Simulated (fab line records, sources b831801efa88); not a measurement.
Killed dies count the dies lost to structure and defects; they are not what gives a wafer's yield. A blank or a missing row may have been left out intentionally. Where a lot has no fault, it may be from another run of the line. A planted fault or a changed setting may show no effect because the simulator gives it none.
What tool caused it?    flow sky130    13 lots, 39 wafers sampled, at 3 steps of a route of 708

## WHAT THE GAUGES READ, wafer by wafer
SKY_FIELD_ISO_BOW_MEAS_00. Usual: INCOMING_BOW typically reads -1 um, with standard deviation 6.4.
lot   measured     on             INCOMING_BOW (um)  flag
L800  day 1 10:00  film_metro-02  -7 -5 2            
L802  day 1 20:00  film_metro-03  -10 -4 1           
L803  day 2 01:00  film_metro-03  -6 0 4             
L806  day 2 16:01  film_metro-03  -13 1 -8           
L810  day 3 12:04  film_metro-03  -7 5 -1            
L814  day 4 08:00  film_metro-03  2 0 -15            
L815  day 4 13:02  film_metro-04  3 5 -4             
L816  day 4 18:00  film_metro-04  4 4 4              
L817  day 4 23:02  film_metro-02  -2 -5 4            
L818  day 5 04:01  film_metro-04  -4 4 -11           
L819  day 5 09:01  film_metro-02  -9 -1 0            
L820  day 5 14:00  film_metro-03  -4 8 -5            
L821  day 5 19:01  film_metro-04  -11 8 -3           

SKY_GATE_OXIDE_OVL_MEAS_10. Usual: GATE_OXIDE_OVL typically reads -0.6 nm, with standard deviation 1.3.
lot   measured      on          GATE_OXIDE_OVL (nm)  flag
L800  day 13 18:11  overlay-01  -0.5 -1.5 -0.2       
L802  day 14 08:20  overlay-01  -3.9 -1.7 -0.8       
L803  day 15 04:05  overlay-02  -0.7 -1.1 -2.2       
L806  day 16 04:53  overlay-02  0.2 -1.7 -0.3        
L810  day 17 08:57  overlay-01  -2.6 -0.3 -1.6       
L814  day 19 11:21  overlay-01  1.3 -1.0 0.5         
L815  day 19 20:41  overlay-01  1.2 1.6 0.4          
L816  day 19 20:23  overlay-02  1.4 1.9 1.6          
L817  day 20 01:57  overlay-01  -2.0 -0.8 -1.6       
L818  day 20 14:04  overlay-01  -3.3 -4.5 -2.4       
L819  day 20 14:22  overlay-01  -1.8 0.3 -0.4        
L820  day 21 14:33  overlay-01  0.9 -0.6 0.0         
L821  day 21 08:45  overlay-01  -0.3 1.0 -0.3        

## WHICH TOOL RAN EACH LOT (tool, then ch and the chambers of the sampled wafers, then the start)
lot   SKY_VT_ADJUST_HVTP_SOFTBAKE_03
L800  litho_track-04 ch 0, day 5 17:35
L802  litho_track-02 ch 0, day 6 05:23
L803  litho_track-03 ch 0, day 6 09:34
L806  litho_track-02 ch 0, day 7 07:48
L810  litho_track-02 ch 0, day 8 05:00
L814  litho_track-02 ch 0, day 9 15:23
L815  litho_track-03 ch 0, day 9 21:07
L816  litho_track-04 ch 0, day 9 21:20
L817  litho_track-03 ch 0, day 10 02:25
L818  litho_track-04 ch 0, day 10 15:46
L819  litho_track-04 ch 0, day 10 19:16
L820  litho_track-03 ch 0, day 11 09:22
L821  litho_track-03 ch 0, day 11 07:59
- SKY_VT_ADJUST_HVTP_SOFTBAKE_03: time 60 s.

## AS READ BY THE TOOLS THEMSELVES (means over the sampled wafers that have a number; for cases with no such wafer, the mark the record gives instead)
SKY_VT_ADJUST_HVTP_SOFTBAKE_03. Usual: heater_power_total_W 56.59 W, standard deviation 0.048; run_length_s 89.3 s, standard deviation 0.33.
lot   tool            heater_power_total_W (W)  run_length_s (s)  flag
L800  litho_track-04  56.59                     89.0              
L802  litho_track-02  56.57                     88.9              
L803  litho_track-03  56.62                     89.5              
L806  litho_track-02  56.64                     88.7              
L810  litho_track-02  57.83                     85.6              OFF
L814  litho_track-02  57.85                     85.5              OFF
L815  litho_track-03  56.62                     89.6              
L816  litho_track-04  56.56                     89.0              
L817  litho_track-03  56.63                     89.5              
L818  litho_track-04  56.59                     89.1              
L819  litho_track-04  56.56                     89.0              
L820  litho_track-03  56.62                     89.6              
L821  litho_track-03  56.55                     89.6              

## THE ANSWER, worked out from the rows above alone
Rule: a lot counts as off when the mean over its wafers that have a number is more than 3 standard deviations away from the usual mean. A lot without any number at a reading at which 4 lots or more have one is off too. Any other lot the step has rows for is counted as sound. First the gauges in route order, then the tools' own readings, where a lot's mean is used as printed above. The first step at which some lot is off is used, and at that step the reading that is off furthest; a lot without a number counts as furthest.
Off at SKY_VT_ADJUST_HVTP_SOFTBAKE_03 (heater_power_total_W): L810, L814.
A tool fits if, at that step or a process step before it, it ran every lot that is off, and no sound lot after the first of them. One fits: litho_track-02 at SKY_VT_ADJUST_HVTP_SOFTBAKE_03. Its last sound lot is L806 (day 7 07:48), its first lot that is off L810 (day 8 05:00): a fault that began between those two fits.
The tool's own readings at SKY_VT_ADJUST_HVTP_SOFTBAKE_03 bear it out: on the lots that are off they differ by more than 5 times the standard deviation of the sound lots' means. heater_power_total_W reads 57.84 W there against 56.60 W on the sound lots; run_length_s reads 85.5 s there against 89.2 s on the sound lots.

## WHAT HAD BEEN PUT IN BY THE SIMULATOR
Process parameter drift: litho_track-02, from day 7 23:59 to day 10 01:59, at SKY_VT_ADJUST_HVTP_SOFTBAKE_03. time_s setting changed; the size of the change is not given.
Lots struck among those shown: L810, L814. The same result came from the rule above.
